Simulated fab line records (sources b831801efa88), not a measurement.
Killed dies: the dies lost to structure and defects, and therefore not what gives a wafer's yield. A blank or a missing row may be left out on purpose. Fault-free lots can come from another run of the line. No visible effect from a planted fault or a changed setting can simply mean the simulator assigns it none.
fab line records | flow sky130
record lots=10 wafers=30 last-day=50
route steps=708 shown FIELD_ISO@15 VIA2@522 VIA4@651 PAD_OPEN@702
lots with no fault: from the same line, run without faults
start-h: hours from the record's opening day to when the first of the lot's shown wafers began | wait-h: hours since the lot's step before | " same as the row above | L1.1+2: a row that stands for several wafers | - value missing, or start not given | * or withheld: withheld | < > ~ a bound
route shown NAME@n: names a module that has steps shown in the file, with the first one's number in the route | usual: mean and standard deviation over wafers with no fault | same: alike in all rows | chamber/n: place in a boat | sites: readings site by site | _std_site: the values' standard deviation | _edge_site: outer sites' mean less inner sites' | radius-mm: how far each site lies from the wafer's centre | mask NAME#n: copy n | behind: the tool/chamber that last shaped the wafer | hold: the reason the lot was held/the length of the hold in hours/how it ended | device: the n, p or np transistor that did not switch | end of line: tests run on the same wafers once the route is complete | step lacking rows: just its recipe | killed: the dies lost at the first sort to structure and to defects; this is not the yield of the wafer | map: a wafer's dies, marking killed ones x, the rest . and places with no die _
set.NAME: setting as actually run; set.NAME@STEP: the setting as run at that earlier step | model.NAME: the simulator's own value behind a step, which no gauge read
a sample of lots followed through the steps of the route, with each step as a table and each wafer as a row
services: when a tool's chamber went out of use (start-h, in hours from the record's first day, below 0 if earlier), for how many hours, and the reason
## steps
# step SKY_FIELD_ISO_ETCH_14
# recipe chemistry=N2/H2 target=BARC ion-energy-ev=200 source-w=500 bias-w=100 pressure-mtorr=30 n2-flow-sccm=100 h2-flow-sccm=200 stop-on=SiO2 time-s=45.9 target-depth-a=600
# usual chamber-pressure-mTorr=30.001/0.028 drypump-motor-current-A=5.8/0.54 oes-product-au=0.854/0.0045 rf-fwd-power-W=494.3/2.5 throttle-valve-pct=13.224/0.0096
# columns lot.wafer tool chamber start-h wait-h chamber-pressure-mTorr drypump-motor-current-A oes-product-au rf-fwd-power-W rf-hours-counter-h throttle-valve-pct
L409.2 rie-diel-02 3 33.41 0.1 30.055 5.7 0.853 497.2 5 13.220
L409.3 " 0 " " 30.032 6.3 0.854 494.5 117 13.222
L409.4 " 2 " " 30.041 5.1 0.859 491.5 80 13.229
L413.1 rie-diel-04 2 54.51 0.1 30.000 6.3 0.859 494.0 136 13.206
L413.3 " 3 " " 29.983 4.7 0.862 492.1 94 13.227
L413.5 " 2 " " 29.994 6.3 0.855 494.1 - 13.221
L414.3 rie-diel-03 1 59.41 0.1 29.961 6.2 0.856 494.6 83 13.214
L414.4 " 2 " " 30.000 6.4 0.856 496.3 135 13.240
L414.5 " 3 " " 30.046 5.9 0.855 492.9 - 13.217
L416.1 rie-diel-02 0 69.76 0.1 30.043 6.3 0.863 497.0 118 13.218
L416.2 " 3 " " 30.013 5.7 0.850 495.3 5 13.204
L416.4 " 2 " " 29.974 5.1 0.852 490.3 80 13.209
L421.2 rie-diel-04 3 97.26 0.1 29.979 4.7 0.862 493.5 95 13.215
L421.5 " 0 " " 29.972 5.7 0.848 496.6 - 13.231
L421.6 " 3 " " 30.016 4.8 0.853 492.2 - 13.217
L422.4 rie-diel-03 2 100.78 0.0 30.041 6.4 0.853 495.5 135 13.219
L422.5 " 3 " " 29.991 5.9 0.856 497.3 - 13.224
L422.6 " 0 " " 30.041 5.3 0.853 497.3 - 13.222
L424.3 rie-diel-04 1 113.06 0.1 30.030 6.4 0.846 492.8 138 13.247
L424.4 " 0 " " 29.994 5.7 0.855 499.6 48 13.242
L424.5 " 2 " " 29.974 6.3 0.850 494.3 - 13.217
L428.2 rie-diel-02 3 133.31 0.1 29.993 5.7 0.853 494.9 6 13.227
L428.3 " 2 " " 29.997 5.2 0.856 490.4 81 13.231
L428.5 " 3 " " 30.052 5.7 0.862 497.3 - 13.221
L429.1 rie-diel-04 2 137.76 0.1 30.005 6.3 0.856 493.5 137 13.228
L429.3 " 0 " " 30.042 5.7 0.858 494.6 48 13.245
L429.4 " 3 " " 30.016 4.7 0.856 495.4 96 13.222
L430.1 rie-diel-02 0 144.26 0.1 29.992 6.3 0.858 491.2 119 13.237
L430.3 " 3 " " 30.005 5.6 0.862 498.2 7 13.254
L430.5 " 1 " " 29.967 5.2 0.855 492.5 - 13.221
# step SKY_VIA2_ETCH_15
# recipe target=SiO2 chemistry=C4F8/O2/Ar target-depth-nm=546 stop-on=TiN mask-material=KrF-thick source-w=1500 bias-w=1200 pressure-mtorr=40 c4f8-flow-sccm=withheld O2_flow_sccm=6 Ar_flow_sccm=300 time-s=84
# usual chamber-pressure-mTorr=40.00/0.034 oes-product-au=0.939/0.0045 rf-fwd-power-W=1490/5.8
# columns lot.wafer tool chamber start-h wait-h chamber-pressure-mTorr oes-product-au rf-fwd-power-W rf-hours-counter-h
L409.2 rie-diel-04 3 853.22 0.0 39.98 0.939 1488 10
L409.3 " 2 " " 39.97 0.934 1498 13
L409.4 " 0 " " 39.99 0.932 1498 4
L413.1 rie-diel-03 2 882.23 0.0 40.01 0.938 1493 15
L413.3 " 3 " " 40.01 0.938 1485 7
L413.5 " 1 " " 40.02 0.940 1497 -
L414.3 rie-diel-03 2 885.20 0.0 40.02 0.948 1492 15
L414.4 " 1 " " 40.03 0.937 1482 10
L414.5 " 3 " " 39.99 0.941 1486 -
L416.1 rie-diel-03 0 906.94 0.0 40.02 0.936 1484 24
L416.2 " 2 " " 40.02 0.943 1496 16
L416.4 " 1 " " 40.01 0.943 1486 11
L421.2 rie-diel-03 1 943.05 0.0 40.05 0.937 1248 11
L421.5 " 3 " " 40.03 0.940 1246 -
L421.6 " 2 " " 39.94 0.927 1250 -
L422.4 rie-diel-03 3 947.66 0.0 40.01 0.940 1248 10
L422.5 " 2 " " 40.03 0.935 1250 -
L422.6 " 1 " " 40.00 0.936 1238 -
L424.3 rie-diel-02 0 964.15 0.0 40.03 0.942 1494 12
L424.4 " 1 " " 39.98 0.933 1482 3
L424.5 " 2 " " 39.95 0.942 1483 -
L428.2 rie-diel-02 2 987.60 0.0 40.02 0.939 1484 10
L428.3 " 3 " " 39.96 0.935 1498 24
L428.5 " 0 " " 39.93 0.930 1498 -
L429.1 rie-diel-04 1 988.04 0.0 39.97 0.928 1495 19
L429.3 " 0 " " 39.97 0.941 1499 9
L429.4 " 3 " " 40.03 0.940 1490 14
L430.1 rie-diel-04 2 995.53 0.0 40.02 0.936 1481 18
L430.3 " 1 " " 40.01 0.941 1488 19
L430.5 " 0 " " 40.05 0.935 1506 -
# step SKY_VIA2_STRIP_16
# recipe chemistry=O2/N2 power-w=1400 pressure-mtorr=1500 platen-temp-c=withheld o2-flow-sccm=3000 n2-flow-sccm=300 overash-fraction=0.5
# usual chamber-pressure-mTorr=1499.8/1.3 drypump-motor-current-A=5.3/0.5 oes-product-au=0.399/0.0048 strip-time-to-endpoint-s=4.059/0.025
# columns lot.wafer tool chamber start-h wait-h chamber-pressure-mTorr drypump-motor-current-A oes-product-au rf-hours-counter-h strip-time-to-endpoint-s
L409.2 plasma-asher-03 0 853.29 0.0 1500.7 6.1 0.400 77 4.019
L409.3 " 0 " " 1499.2 6.1 0.394 - 4.051
L409.4 " 1 " " 1500.7 5.0 0.395 - 4.033
L413.1 plasma-asher-04 1 882.29 0.0 1497.8 5.3 0.403 46 4.106
L413.3 " 1 " " 1499.8 5.3 0.398 - 4.064
L413.5 " 1 " " 1498.0 5.3 0.402 - 4.052
L414.3 plasma-asher-04 1 885.30 0.1 1498.8 5.3 0.395 - 4.055
L414.4 " 0 " " 1499.8 5.4 0.392 - 4.062
L414.5 " 0 " " 1499.1 5.4 0.394 - 4.036
L416.1 plasma-asher-03 1 907.00 0.0 1500.8 5.0 0.395 82 4.056
L416.2 " 0 " " 1499.4 6.1 0.406 82 4.072
L416.4 " 1 " " 1502.3 5.0 0.395 - 4.049
L421.2 plasma-asher-04 0 943.12 0.0 1500.5 5.5 0.406 51 4.159
L421.5 " 0 " " 1498.8 5.5 0.404 - 4.156
L421.6 " 1 " " 1500.0 5.3 0.404 - 4.168
L422.4 plasma-asher-03 0 947.75 0.1 1498.3 6.1 0.403 - 4.146
L422.5 " 1 " " 1500.6 5.0 0.399 - 4.167
L422.6 " 0 " " 1499.8 6.1 0.397 - 4.137
L424.3 plasma-asher-03 1 964.25 0.1 1501.3 5.0 0.403 - 4.076
L424.4 " 0 " " 1502.1 6.1 0.400 - 4.057
L424.5 " 0 " " 1498.7 6.1 0.393 - 4.070
L428.2 plasma-asher-02 1 987.67 0.0 1499.5 4.8 0.402 112 4.074
L428.3 " 1 " " 1499.7 4.8 0.401 - 4.040
L428.5 " 1 " " 1499.4 4.8 0.403 - 4.050
L429.1 plasma-asher-04 0 988.10 0.0 1498.3 5.4 0.399 56 4.024
L429.3 " 1 " " 1499.6 5.3 0.402 - 4.043
L429.4 " 0 " " 1500.9 5.4 0.400 - 4.026
L430.1 plasma-asher-02 0 995.59 0.0 1502.4 4.8 0.403 112 4.044
L430.3 " 1 " " 1500.7 4.8 0.405 - 4.047
L430.5 " 0 " " 1498.3 4.8 0.395 - 4.032
# step SKY_VIA4_ETCH_12
# recipe target=SiO2 chemistry=C4F8/O2/Ar stop-on=TiN mask-material=NOVOLAK source-w=1500 bias-w=1200 pressure-mtorr=40 c4f8-flow-sccm=withheld O2_flow_sccm=6 Ar_flow_sccm=300 time-s=withheld target-depth-a=5800
# usual chamber-pressure-mTorr=40.00/0.038 oes-product-au=0.925/0.0049 rf-fwd-power-W=1491/5.3
# columns lot.wafer tool chamber start-h wait-h chamber-pressure-mTorr oes-product-au rf-fwd-power-W
L409.2 rie-diel-04 1 1007.49 0.0 39.99 0.921 1492
L409.3 " 3 " " 40.00 0.928 1489
L409.4 " 0 " " 40.03 0.927 1494
L413.1 rie-diel-02 2 1033.39 0.0 40.04 0.924 1479
L413.3 " 1 " " 39.98 0.915 1483
L413.5 " 1 " " 39.96 0.927 1481
L414.3 rie-diel-03 0 1037.58 0.0 39.93 0.923 1493
L414.4 " 3 " " 40.00 0.932 1491
L414.5 " 2 " " 40.02 0.923 1484
L416.1 rie-diel-03 1 1055.38 0.0 39.96 0.922 1497
L416.2 " 3 " " 39.98 0.923 1497
L416.4 " 1 " " 39.96 0.921 1493
L421.2 rie-diel-04 1 1087.49 0.0 40.01 0.920 1496
L421.5 " 3 " " 40.08 0.918 1498
L421.6 " 0 " " 40.03 0.926 1497
L422.4 rie-diel-03 1 1091.06 0.0 39.97 0.913 1492
L422.5 " 3 " " 40.01 0.921 1496
L422.6 " 0 " " 39.99 0.928 1495
L424.3 rie-diel-03 3 1105.26 0.0 39.99 0.928 1493
L424.4 " 0 " " 40.04 0.925 1492
L424.5 " 0 " " 39.93 0.934 1490
L429.1 rie-diel-02 0 1123.66 0.0 40.03 0.924 1485
L429.3 " 1 " " 40.01 0.929 1484
L429.4 " 0 " " 40.08 0.931 1491
L428.2 rie-diel-02 1 1125.71 0.0 39.94 0.916 1487
L428.3 " 3 " " 39.99 0.933 1490
L428.5 " 1 " " 39.97 0.923 1493
L430.1 rie-diel-04 3 1132.13 0.0 40.02 0.913 1495
L430.3 " 1 " " 39.96 0.931 1487
L430.5 " 0 " " 39.97 0.922 1493
# step SKY_PAD_OPEN_STRIP_08
# recipe chemistry=O2/N2 power-w=1400 pressure-mtorr=1500 platen-temp-c=withheld overash-fraction=0.7 o2-flow-sccm=3000 n2-flow-sccm=300
# usual chamber-pressure-mTorr=1499.8/1.4 drypump-motor-current-A=5.2/0.43 oes-product-au=0.663/0.0043 strip-time-to-endpoint-s=37.06/0.11
# columns lot.wafer tool chamber start-h wait-h chamber-pressure-mTorr drypump-motor-current-A oes-product-au rf-hours-counter-h strip-time-to-endpoint-s
L409.2 plasma-asher-02 0 1076.68 0.1 1499.8 4.8 0.664 1 37.18
L409.3 " 0 " " 1498.1 4.8 0.668 - 37.27
L409.4 " 1 " " 1498.7 4.8 0.664 - 37.19
L413.1 plasma-asher-02 0 1100.04 0.1 1500.7 4.8 0.661 3 37.14
L413.3 " 0 " " 1501.6 4.8 0.668 - 37.13
L413.5 " 0 " " 1500.7 4.8 0.661 - 37.03
L414.3 plasma-asher-04 0 1104.08 0.1 1497.9 5.4 0.661 - 36.85
L414.4 " 1 " " 1501.1 5.3 0.666 - 36.85
L414.5 " 1 " " 1501.1 5.3 0.657 - 36.84
L416.1 plasma-asher-02 0 1119.94 0.1 1500.1 4.8 0.664 5 36.87
L416.2 " 1 " " 1499.9 4.8 0.668 5 36.99
L416.4 " 1 " " 1500.5 4.8 0.667 - 36.89
L421.2 plasma-asher-01 0 1149.05 0.1 1501.1 5.8 0.666 40 37.06
L421.5 " 1 " " 1499.3 5.7 0.662 - 37.00
L421.6 " 0 " " 1501.3 5.8 0.662 - 37.09
L422.4 plasma-asher-01 1 1150.78 0.1 1498.3 5.7 0.658 - 37.29
L422.5 " 0 " " 1498.9 5.9 0.663 - 37.18
L422.6 " 1 " " 1501.9 5.7 0.658 - 37.20
L424.3 plasma-asher-01 0 1162.48 0.1 1500.7 5.9 0.662 - 36.72
L424.4 " 1 " " 1501.3 5.7 0.660 - 36.91
L424.5 " 1 " " 1503.0 5.6 0.668 - 36.81
L429.1 plasma-asher-02 0 1179.59 0.1 1499.0 4.9 0.661 10 37.08
L429.3 " 0 " " 1501.4 4.8 0.664 - 37.05
L429.4 " 1 " " 1500.7 4.8 0.658 - 37.21
L428.2 plasma-asher-02 0 1181.69 0.1 1500.4 4.8 0.664 10 37.19
L428.3 " 1 " " 1497.4 4.8 0.662 - 37.25
L428.5 " 0 " " 1502.0 4.8 0.659 - 37.23
L430.1 plasma-asher-02 1 1187.10 0.1 1499.9 4.9 0.657 11 37.25
L430.3 " 0 " " 1499.5 4.8 0.663 - 37.21
L430.5 " 1 " " 1503.5 4.8 0.656 - 37.05
## services
# columns tool chamber start-h hours kind
rie-diel-03 0 14.11 9.1 repair
rie-diel-03 2 29.19 6.7 repair
rie-diel-04 2 29.19 5.4 repair
rie-diel-04 - 106.31 4.8 repair
rie-diel-03 3 173.41 4.8 repair
rie-diel-03 3 197.40 1.4 repair
rie-diel-03 3 223.90 10.9 repair
rie-diel-03 - 318.39 1.2 repair
rie-diel-03 0 320.96 8.2 repair
rie-diel-03 - 347.26 8.2 repair
rie-diel-03 - 413.24 0.6 repair
rie-diel-03 - 460.92 1.2 repair
rie-diel-03 2 492.95 3.8 repair
rie-diel-03 2 514.29 9.0 repair
rie-diel-03 3 530.16 6.7 repair
rie-diel-03 - 638.96 2.8 pm
rie-diel-03 - 648.55 0.9 repair
rie-diel-03 1 656.19 3.2 repair
rie-diel-03 1 708.52 1.4 repair
rie-diel-03 0 723.65 7.5 repair
rie-diel-03 1 873.78 6.6 repair
rie-diel-03 1 970.18 14.6 repair
rie-diel-03 - 1004.63 0.2 repair
rie-diel-03 2 1046.63 14.8 repair
## key
first-sign step=SKY_VIA2_ETCH_15 reading=rf-fwd-power-W direction=down sigmas=42 usual=1490 struck=1247
effect step=SKY_VIA2_STRIP_16 reading=strip-time-to-endpoint-s direction=up sigmas=3.9 usual=* struck=*
met-at SKY_VIA2_ETCH_15
struck-lots L421,L422
not-acting-at SKY_FIELD_ISO_ETCH_14,SKY_VIA4_ETCH_12,SKY_PAD_OPEN_STRIP_08
onset-between 906.94 943.05
fault kind=process-parameter-drift tool=rie-diel-03 chamber=- onset-h=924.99 steps=SKY_VIA2_ETCH_15 channel=source-w offset=-240 shape=step end-h=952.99 acts-in=these-recipes-only stated=1500
